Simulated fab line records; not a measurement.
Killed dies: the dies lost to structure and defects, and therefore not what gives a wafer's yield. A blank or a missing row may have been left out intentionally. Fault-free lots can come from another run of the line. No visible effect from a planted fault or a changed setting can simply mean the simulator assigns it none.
Struck lot and sound lot, side by side -- flow gf180mcu -- 25 steps out of a route of 602
Sound: these wafers, L672.4, L672.5, L672.6. Wafers struck: L675.2, L675.4, L675.5. The cause is given at the end.
For every step that has rows: the tool of each side, followed by ch and its chambers, followed by its first start. Under that, the readings that differ: sound wafers -- struck wafers -- difference of the means -- sigmas: that difference in standard deviations of wafers without a fault.
alike: words and numbers the same on both sides, and readings whose means are apart by under 2 such deviations; not compared: readings that were withheld, readings missing a value for some wafer, numbers with overlapping values and no deviation given by the record, and bounds like >300 which may hide the same value.
Wherever a step has rows on one side only, a row that says differs or no value, or a row with sigmas, the two part there. Non-overlapping numbers with no deviation appear without sigmas and do not part them. A reading that every wafer of one side lacks parts them only if that side has two wafers or more.

first, 4 steps without rows for these wafers: GF_CONTACT_CLEAN_20 (cleans in DIW); GF_CONTACT_CLEAN_21 (cleans in dHF, time 20 s); GF_CONTACT_SPUTTER_22 (material Ti, target thk 15 nm, time 80.02 s); GF_CONTACT_SPUTTER_23 (material TiN, target thk 10 nm, time 40 s).
GF_CONTACT_CVD_24: deposits W, target thk 300 nm, time 90.339 s.
  sound on cvd-w-02 ch 0,1, day 18 12:45; struck on cvd-w-02 ch 0,1, day 19 09:28
  alike: heater-power-w
GF_CONTACT_RS_MEAS_25: uses a four-point probe to measure.
  sound: film-metro-02 at day 18 12:53; struck: film-metro-04 at day 19 09:35
  alike: CONTACT_W_RS
GF_CONTACT_THK_MEAS_26: measures by xrf.
  sound: film-metro-02 at day 18 12:58; struck: film-metro-04 at day 19 09:41
  alike: CONTACT_W_THK
then, 1 step without rows for these wafers: GF_CONTACT_CMP_27 (polishes, stops on SiO2, t overpolish 15 s, target thk 0 nm).
GF_M1_SPUTTER_00: material Ti, target thk 37.5 nm, time 150 s.
  sound: pvd-sputter-02 at day 18 13:18; struck: pvd-sputter-01 at day 19 10:02
  alike: cathode-dc-power-W, chamber-pressure-pa, substrate-temp-c, throttle-valve-pct
GF_M1_SPUTTER_01: material TiN, target thk 30 nm, time 25 s.
  sound: pvd-sputter-02 at day 18 13:24; struck: pvd-sputter-01 at day 19 10:09
  alike: cathode-dc-power-W, chamber-pressure-pa, throttle-valve-pct
GF_M1_SPUTTER_02: material AlCu, target thk 450 nm, time 23.9 s.
  sound: pvd-sputter-02 at day 18 13:26; struck: pvd-sputter-01 at day 19 10:11
  alike: cathode-dc-power-W, chamber-pressure-pa, throttle-valve-pct
GF_M1_SPUTTER_03: material Ti, target thk 10 nm, time 6.7 s.
  sound: pvd-sputter-02 at day 18 13:28; struck: pvd-sputter-01 at day 19 10:13
  alike: cathode-dc-power-W, chamber-pressure-pa, substrate-temp-c, throttle-valve-pct
GF_M1_SPUTTER_04: material TiN, target thk 50 nm, time 41.7 s.
  sound: pvd-sputter-02 at day 18 13:29; struck: pvd-sputter-01 at day 19 10:14
  no value came back on the struck wafers for cathode-dc-power-W (W), chamber-pressure-pa (Pa), throttle-valve-pct (%); on the sound wafers cathode-dc-power-W (W) reads 6502.4 6501.2 6501.0
GF_M1_THK_MEAS_06: measures by xrf.
  sound: film-metro-03 at day 18 13:40; struck: film-metro-02 at day 19 10:25
reading,sound,struck,difference,sigmas
M1_ALCU_THK (nm),456 457 447,502 494 497,+44,+8
then, 7 steps without rows for these wafers: GF_M1_DEHYDRATE_07 (time 60 s); GF_M1_HMDS_08 (prime time 60 s); GF_M1_COAT_09 (resist thk 1000 nm); GF_M1_SOFTBAKE_10 (time 60 s); GF_M1_EXPOSE_11 (exposes mask Metal1, target cd 230 nm); GF_M1_PEB_12 (peb time 90 s); GF_M1_DEVELOP_13 (develop time 60 s).
GF_M1_CD_MEAS_14: target cd 230 nm.
  sound: cd-sem-01 at day 19 13:34; struck: cd-sem-01 at day 20 10:33
  alike: cd-nm
GF_M1_OVL_MEAS_15:
  sound: overlay-01 at day 19 13:38; struck: overlay-02 at day 20 10:40
  alike: M1_OVL
GF_M1_METAL_ETCH_16: etches the open film in Cl2/BCl3, stops on SiO2, target depth 627.5 nm, time 104.6 s.
  sound on rie-metal-01 ch 0,1, day 19 13:42; struck on rie-metal-04 ch 0,1, day 20 10:41
reading,sound,struck,difference,sigmas
oes-product-au (a.u.),0.969 0.969 0.967,0.987 0.985 0.995,+0.021,+3
  alike: bias-w, drypump-motor-current-A, throttle-valve-pct
  not compared: rf-hours-counter-h
then, 1 step without rows for these wafers: GF_M1_STRIP_17 (strips in O2/N2).

WHERE THEY PART
At GF_M1_SPUTTER_04 first; at GF_M1_METAL_ETCH_16 last (within this record only).

WHY: whatever the simulator had introduced
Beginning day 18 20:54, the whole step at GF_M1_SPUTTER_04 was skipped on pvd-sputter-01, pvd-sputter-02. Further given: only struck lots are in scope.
